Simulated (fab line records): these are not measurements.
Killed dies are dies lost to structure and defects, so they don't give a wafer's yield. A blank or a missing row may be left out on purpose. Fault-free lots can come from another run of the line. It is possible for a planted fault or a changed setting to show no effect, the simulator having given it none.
A struck lot beside a sound one | flow sky130 | 23 out of 708 route steps
Sound: these wafers, L933.1, L933.3, L933.6. Struck: wafers L947.2, L947.4, L947.5. Last of all comes the cause.
For every step that has rows: the tool of each side, followed by ch and its chambers, followed by its first start. Under that, the readings that differ: sound wafers | struck wafers | difference of the means | sigmas: that difference in standard deviations of wafers without a fault.
alike: same words and numbers on both sides, and readings whose means sit less than 2 such deviations apart. not compared: any withheld reading, any reading some wafer has no value for, any bound like >300 that may hide the same value, and any number with overlapping values for which the record gives no deviation.
The two part at a step that has a row with sigmas, a row that says differs or no value, or rows on one side only. Numbers that have no deviation but don't overlap get no sigmas and don't part them. Lack of a reading on every wafer of one side parts them only where that side has two or more wafers.

first, 6 steps without rows for these wafers: SKY_VT_ADJUST_LVTN_HMDS_12 (prime time 60 s); SKY_VT_ADJUST_LVTN_COAT_13 (resist thk 1140 nm); SKY_VT_ADJUST_LVTN_SOFTBAKE_14 (time 60 s); SKY_VT_ADJUST_LVTN_EXPOSE_15 (exposes mask HVN STD DERIVED, target cd 600 nm); SKY_VT_ADJUST_LVTN_PEB_16; SKY_VT_ADJUST_LVTN_DEVELOP_17 (develop time 60 s).
SKY_VT_ADJUST_LVTN_OVL_MEAS_18:
  sound: overlay-01 at day 8 01:15; struck: overlay-01 at day 12 09:40
  alike: VT_ADJUST_LVTN_01_OVL
after that, 1 step had no rows for these wafers: SKY_VT_ADJUST_LVTN_IMPLANT_19.
SKY_VT_ADJUST_LVTN_STRIP_20: strips in O2/N2.
  sound on plasma asher-03 ch 0,1, day 8 01:26; struck on plasma asher-03 ch 0,1, day 12 09:50
  alike: drypump motor current A, oes product au, strip time to endpoint s
  not compared: rf hours counter h
SKY_VT_ADJUST_LVTN_TW_MEAS_21:
  sound: film metro-01 at day 8 01:32; struck: film metro-01 at day 12 09:57
  alike: VT_ADJUST_LVTN_2_TW
then, 2 steps without rows for these wafers: SKY_VT_ADJUST_NCORE_DEHYDRATE_00 (time 60 s); SKY_VT_ADJUST_NCORE_HMDS_01 (prime time 60 s).
SKY_VT_ADJUST_NCORE_COAT_02: resist thk 1140 nm.
  sound on litho track-03 ch 0, day 8 12:03; struck on litho track-03 ch 0, day 12 21:29
  reading                                              | sound          | struck         | difference | sigmas
  model.NOVOLAK_of_VT_ADJUST_NCORE_COAT_02.thk nm (nm) | 1137 1136 1138 | 1117 1118 1116 | -20        |
  alike: chill plate temp C
then, 3 steps without rows for these wafers: SKY_VT_ADJUST_NCORE_SOFTBAKE_03 (time 60 s); SKY_VT_ADJUST_NCORE_EXPOSE_04 (exposes mask LVTN COMPLEMENT THIN, target cd 380 nm); SKY_VT_ADJUST_NCORE_PEB_05.
SKY_VT_ADJUST_NCORE_DEVELOP_06: develop time 60 s.
  sound on litho track-03 ch 0, day 8 21:57; struck on litho track-01 ch 0, day 13 09:49
  reading                                              | sound          | struck         | difference | sigmas
  model.NOVOLAK_of_VT_ADJUST_NCORE_COAT_02.thk nm (nm) | 1137 1135 1137 | 1116 1117 1116 | -20        |
  alike: chill plate temp C
SKY_VT_ADJUST_NCORE_CD_MEAS_07: target cd 380 nm.
  sound: cd sem-02 at day 8 22:06; struck: cd sem-02 at day 13 09:58
  alike: cd nm
SKY_VT_ADJUST_NCORE_OVL_MEAS_08:
  sound: overlay-01 at day 8 22:13; struck: overlay-01 at day 13 10:04
  reading                  | sound          | struck      | difference | sigmas
  VT_ADJUST_NCORE_OVL (nm) | -0.9 -0.3 -1.0 | 3.0 1.4 1.1 | +2.6       | +2
after that, 1 step had no rows for these wafers: SKY_VT_ADJUST_NCORE_IMPLANT_09.
SKY_VT_ADJUST_NCORE_STRIP_10: strips in O2/N2.
  sound on plasma asher-03 ch 0,1, day 8 22:25; struck on plasma asher-03 ch 1, day 13 10:14
  reading                      | sound             | struck            | difference | sigmas
  strip time to endpoint s (s) | 14.15 14.10 14.16 | 13.89 13.91 13.90 | -0.24      | -6
  alike: drypump motor current A, oes product au
  not compared: rf hours counter h
SKY_VT_ADJUST_NCORE_TW_MEAS_11:
  sound: film metro-04 at day 8 22:31; struck: film metro-02 at day 13 10:21
  reading            | sound             | struck            | difference | sigmas
  VT_ADJUST_NCORE_TW | 224.6 225.3 224.8 | 218.0 218.3 218.5 | -6.6       | -3
-- record jumps: 36 days separate the struck wafers' starts on either side; left off in module VT_ADJUST_NCORE, taken up again in module PAD_OPEN, whose first shown step is the route's number 708 --
SKY_PAD_OPEN_PROBE_99:
  record: rows for the struck wafers here (prober-01, day 49 19:55), none for the sound ones

WHERE THEY PART
Earliest at SKY_VT_ADJUST_NCORE_OVL_MEAS_08; latest, in this record, at SKY_PAD_OPEN_PROBE_99.

WHY: the cause the simulator had injected
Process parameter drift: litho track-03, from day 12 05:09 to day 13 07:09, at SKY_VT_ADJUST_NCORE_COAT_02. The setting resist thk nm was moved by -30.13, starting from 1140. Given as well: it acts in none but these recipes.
